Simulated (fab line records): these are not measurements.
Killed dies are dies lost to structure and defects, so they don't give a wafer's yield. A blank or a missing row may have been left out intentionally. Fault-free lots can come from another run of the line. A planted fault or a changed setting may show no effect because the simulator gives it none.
Comparing a struck lot with a sound one | flow sky130 | 18 steps out of a route of 708
Sound: the wafers L944.2, L944.3, L944.6. Wafers L949.3, L949.5, L949.6 were the ones struck. At the end, the cause is stated.
At each step with rows: each side's tool, then ch and its chambers, then its first start. Under that, the readings that differ: sound wafers | struck wafers | difference of the means | sigmas: that difference in standard deviations of wafers without a fault.
alike: readings with means less than 2 such deviations apart, plus words and numbers identical on both sides. not compared: withheld readings, readings lacking a value on some wafer, bounds such as >300 that could conceal the same value, and numbers that have no deviation in the record and whose values overlap.
Wherever a step has rows on one side only, a row that says differs or no value, or a row with sigmas, the two part there. Numbers that don't overlap but have no deviation are shown without sigmas and don't part them. A reading that every wafer of one side lacks parts them only if that side has two wafers or more.

first, 3 steps without rows for these wafers: SKY_SONOS_ONO_WET_ETCH_18 (etches Si3N4 in H3PO4, target depth 15 nm, time 172 s); SKY_GATE_OXIDE_CLEAN_00 (cleans in SC1/SC2, time 150 s); SKY_GATE_OXIDE_OXIDATION_01 (stabilise 600 s, purge 300 s, target thk 10.268 nm).
SKY_GATE_OXIDE_THK_MEAS_02:
  sound on film-metro-03 at day 14 00:05; struck on film-metro-04 at day 16 17:11
  alike: GATE_OXIDE_OXIDATION_00_THK
then, 7 steps without rows for these wafers: SKY_GATE_OXIDE_DEHYDRATE_03 (time 60 s); SKY_GATE_OXIDE_HMDS_04 (prime time 60 s); SKY_GATE_OXIDE_COAT_05 (resist thk 1140 nm); SKY_GATE_OXIDE_SOFTBAKE_06 (time 60 s); SKY_GATE_OXIDE_EXPOSE_07 (exposes mask LVOM, target cd 600 nm); SKY_GATE_OXIDE_PEB_08; SKY_GATE_OXIDE_DEVELOP_09 (develop time 60 s).
SKY_GATE_OXIDE_OVL_MEAS_10:
  sound on overlay-01 at day 15 03:29; struck on overlay-01 at day 17 23:13
  alike: GATE_OXIDE_OVL
SKY_GATE_OXIDE_IMPLANT_11:
  sound on implanter-02 ch 0, day 15 03:32; struck on implanter-04 ch 0, day 17 23:17
  reading            | sound                            | struck                           | difference  | sigmas
  dose-ions-cm2      | 2.5952e+12 2.6009e+12 2.6033e+12 | 1.7172e+12 1.7098e+12 1.7126e+12 | -8.8660e+11 | -99 or more
  faraday-current-uA | 14.47 14.67 14.56                | 9.31 9.63 9.76                   | -5.00       | -19
then, 1 step without rows for these wafers: SKY_GATE_OXIDE_WET_ETCH_12 (etches SiO2 in dHF, target depth 16.8 nm, time 336 s).
SKY_GATE_OXIDE_STRIP_13: strips in O2/N2.
  sound on plasma-asher-04 ch 0,1, day 15 03:46; struck on plasma-asher-04 ch 0,1, day 17 23:31
  alike: drypump-motor-current-A, oes-product-au, strip-time-to-endpoint-s
  not compared: rf-hours-counter-h
SKY_GATE_OXIDE_TW_MEAS_14:
  sound on film-metro-04 at day 15 03:52; struck on film-metro-04 at day 17 23:36
  reading       | sound             | struck            | difference | sigmas
  GATE_OXIDE_TW | 224.4 225.7 226.1 | 199.6 200.5 199.6 | -25.5      | -26
then, 1 step without rows for these wafers: SKY_GATE_OXIDE_CLEAN_15 (cleans in SC1/SC2, time 150 s).
-- the record jumps here: 31 days lie between the struck wafers' starts before and after (it left off in module GATE_OXIDE and takes up again in module PAD_OPEN, whose first step shown is number 708 of the route) --
SKY_PAD_OPEN_PROBE_99:
  sound on prober-02 at day 47 03:34; struck on prober-02 at day 49 03:22
  reading                                   | sound             | struck            | difference | sigmas
  model.etest.tip-p.rs-ohm-sq               | 6784 6800 6730    | 7410 7396 7391    | +628       |
  model.etest.pfet_01v8.r-on-ohm-um         | 2878 2902 2892    | 3216 3236 3312    | +364       |
  model.etest.nfet_01v8_lvt.drive-ua-um     | 572.9 576.6 568.3 | 613.9 633.1 609.5 | +46.2      |
  model.etest.nfet_01v8.drive-ua-um         | 505 511.5 497.9   | 534.7 555.7 531.9 | +36.0      |
  model.etest.nfet_01v8_turned.drive-ua-um  | 506.5 510.2 498.2 | 540.3 550.7 535.4 | +37.2      |
  model.etest.nfet_01v8_swapped.drive-ua-um | 505.5 508 495.9   | 540.5 554.8 532.9 | +39.6      |
  model.etest.sram-nfet-pass.drive-ua-um    | 483.7 496.9 486.9 | 517.7 517.7 522.5 | +30.1      |
  model.etest.nfet_01v8.r-on-ohm-um         | 826.7 821.8 841.5 | 789.8 787.2 813.9 | -33.0      |
  alike: killed_at_M0_to_M3, killed_at_M4_up, killed-at-contacts, killed-at-front-end, killed-at-other, killed-dies, killed-open, killed-short

## WHERE THEY PART
At SKY_GATE_OXIDE_IMPLANT_11 first; at SKY_GATE_OXIDE_TW_MEAS_14 last (within this record only). Later steps at which nothing parts them and some readings are alike: SKY_PAD_OPEN_PROBE_99.

WHY: what the simulator had put in
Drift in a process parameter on implanter-04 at SKY_GATE_OXIDE_IMPLANT_11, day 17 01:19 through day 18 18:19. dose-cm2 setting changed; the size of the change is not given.
